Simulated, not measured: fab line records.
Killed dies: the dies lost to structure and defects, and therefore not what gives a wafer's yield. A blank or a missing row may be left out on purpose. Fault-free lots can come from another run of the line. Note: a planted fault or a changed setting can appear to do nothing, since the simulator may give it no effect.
A lot that was struck, set against a sound lot	flow gf180mcu	15 out of 602 route steps
Sound: wafers L300.3, L300.4, L300.5. Wafers struck: L315.3, L315.4, L315.5. Last of all comes the cause.
Order at every step that has rows: each side's tool, ch and its chambers, its first start. Under that, the readings that differ: sound wafers	struck wafers	difference of the means	sigmas: that difference in standard deviations of wafers without a fault.
alike: readings whose means differ by less than 2 such deviations, and words and numbers that are the same on both sides. not compared: withheld readings, readings that some wafer has no value for, bounds like >300 that may hide the same value, and numbers for which the record gives no deviation and whose values overlap.
Wherever a step has rows on one side only, a row that says differs or no value, or a row with sigmas, the two part there. When numbers do not overlap yet have no deviation, they are printed without sigmas and do not part them. Lack of a reading on every wafer of one side parts them only where that side has two or more wafers.

first, 3 steps without rows for these wafers: GF_POLY_GATE_EXPOSE_07 (exposes mask Poly2, target cd 280 nm); GF_POLY_GATE_PEB_08 (peb time 90 s); GF_POLY_GATE_DEVELOP_09 (develop time 60 s).
GF_POLY_GATE_CD_MEAS_10: the cd target is 280 nm.
  sound: cd-sem-02 at day 8 18:40; struck: cd-sem-01 at day 14 00:05
  alike: cd-nm
GF_POLY_GATE_OVL_MEAS_11:
  sound: overlay-02 at day 8 18:46; struck: overlay-02 at day 14 00:10
  alike: POLY_GATE_OVL
GF_POLY_GATE_ETCH_12: etches BARC in N2/H2.
  sound on rie-diel-02 ch 2,3, day 8 18:49; struck on rie-diel-01 ch 1,2, day 14 00:11
  alike: drypump-motor-current-A, oes-product-au, throttle-valve-pct
GF_POLY_GATE_ETCH_13: etches poly-Si in HBr/Cl2, stops on SiO2, target depth 198.5 nm, time 69.6 s.
  sound on rie-si-01 ch 0,3, day 8 18:52; struck on rie-si-02 ch 0,1,2, day 14 00:14
  alike: drypump-motor-current-A, oes-product-au, throttle-valve-pct
  not compared: rf-hours-counter-h
GF_POLY_GATE_STRIP_14: strips in O2/N2.
  sound on plasma-asher-03 ch 0,1, day 8 18:57; struck on plasma-asher-01 ch 0,1, day 14 00:20
  alike: drypump-motor-current-A, heater-power-w, oes-product-au
  not compared: rf-hours-counter-h
then, 2 steps without rows for these wafers: GF_POLY_GATE_CLEAN_15 (cleans in SC1/SC2, time 150 s); GF_POLY_GATE_OXIDATION_16 (stabilise 600 s, purge 300 s, target thk 4 nm).
GF_POLY_GATE_THK_MEAS_17:
  sound: film-metro-04 at day 8 21:04; struck: film-metro-01 at day 14 01:44
  alike: POLY_GATE_OXIDATION_THK
GF_POLY_GATE_CD_MEAS_18:
  sound: cd-sem-01 at day 8 21:09; struck: cd-sem-02 at day 14 01:49
  alike: cd-nm
GF_HV_LDD_DEHYDRATE_00: time 60 s.
  sound on litho-track-02 ch 0, day 9 05:35; struck on litho-track-04 ch 0, day 14 11:50
reading	sound	struck	difference	sigmas
heater-power-total-W (W)	160.34 160.39 160.32	153.32 153.16 153.29	-7.09	-59
plate-temp-C (C)	200.20 200.23 200.30	193.04 192.92 193.11	-7.22	-42
then, 1 step without rows for these wafers: GF_HV_LDD_HMDS_01 (prime time 60 s).
GF_PASSIVATION_PROBE_99:
  sound wafers here have rows in the record (prober-02, day 28 17:53); struck ones have none

WHERE THEY PART
First at GF_HV_LDD_DEHYDRATE_00; last, within this record, at GF_PASSIVATION_PROBE_99.

WHY: what had been put in by the simulator
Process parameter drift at GF_HV_LDD_DEHYDRATE_00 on litho-track-04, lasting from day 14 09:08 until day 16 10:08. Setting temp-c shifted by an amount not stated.
